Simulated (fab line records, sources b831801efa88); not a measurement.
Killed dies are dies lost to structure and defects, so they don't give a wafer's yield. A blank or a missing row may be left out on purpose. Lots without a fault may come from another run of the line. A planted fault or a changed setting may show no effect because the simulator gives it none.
A struck lot beside a sound one | flow sky130 | 15 steps out of a route of 708
Sound: wafers L621.1, L621.4, L621.5. Struck: wafers L627.3, L627.4, L627.5. The cause comes at the end.
At each step with rows: each side's tool, then ch and its chambers, then its first start. Under that, the readings that differ: sound wafers | struck wafers | difference of the means | sigmas: that difference in standard deviations of wafers without a fault.
alike: readings whose means differ by less than 2 such deviations, and words and numbers that are the same on both sides. not compared: withheld readings, readings that some wafer has no value for, bounds like >300 that may hide the same value, and numbers for which the record gives no deviation and whose values overlap.
The two part at a step that has a row with sigmas, a row that says differs or no value, or rows on one side only. Numbers that don't overlap but have no deviation are shown without sigmas and don't part them. A reading that every wafer of one side lacks parts them only if that side has two wafers or more.

SKY_LDD_P_OVL_MEAS_08:
  sound on overlay-02, day 22 08:21; struck on overlay-02, day 24 23:08
  alike: LDD_P_OVL
then, 1 step without rows for these wafers: SKY_LDD_P_IMPLANT_09.
SKY_LDD_P_STRIP_10: strips in O2/N2.
  sound on plasma_asher-02 ch 0,1, day 22 08:32; struck on plasma_asher-03 ch 0,1, day 24 23:20
  alike: drypump_motor_current_A, oes_product_au, strip_time_to_endpoint_s
  not compared: rf_hours_counter_h
SKY_LDD_P_TW_MEAS_11:
  sound on film_metro-01, day 22 08:38; struck on film_metro-01, day 24 23:25
  alike: LDD_P_TW
then, 7 steps without rows for these wafers: SKY_LDD_HVN_DEHYDRATE_00 (time 60 s); SKY_LDD_HVN_HMDS_01 (prime time 60 s); SKY_LDD_HVN_COAT_02 (resist thk 300 nm); SKY_LDD_HVN_SOFTBAKE_03 (time 60 s); SKY_LDD_HVN_EXPOSE_04 (exposes mask HVNTM, target cd 700 nm); SKY_LDD_HVN_PEB_05; SKY_LDD_HVN_DEVELOP_06 (develop time 60 s).
SKY_LDD_HVN_OVL_MEAS_07:
  sound on overlay-01, day 23 14:20; struck on overlay-01, day 26 04:56
  alike: LDD_HVN_OVL
SKY_LDD_HVN_IMPLANT_08:
  sound on implanter-03 ch 0, day 23 14:22; struck on implanter-03 ch 0, day 26 05:01
  reading       | sound                         | struck                       | difference | sigmas
  dose_ions_cm2 | 3.005e+13 3.002e+13 3.003e+13 | 3.067e+13 3.07e+13 3.068e+13 | +6.500e+11 | +19
SKY_LDD_HVN_STRIP_09: strips in O2/N2.
  sound on plasma_asher-01 ch 1, day 23 14:31; struck on plasma_asher-02 ch 0,1, day 26 05:09
  alike: drypump_motor_current_A, oes_product_au, strip_time_to_endpoint_s
  not compared: rf_hours_counter_h
SKY_PAD_OPEN_PROBE_99:
  the record has rows for the sound wafers here (prober-02, day 48 02:11) and none for the struck ones

WHERE THEY PART
First at SKY_LDD_HVN_IMPLANT_08; last, within this record, at SKY_PAD_OPEN_PROBE_99.

WHY: what the simulator had put in
Process parameter drift: implanter-03, from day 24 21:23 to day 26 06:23, at SKY_LDD_HVN_IMPLANT_08. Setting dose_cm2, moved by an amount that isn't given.
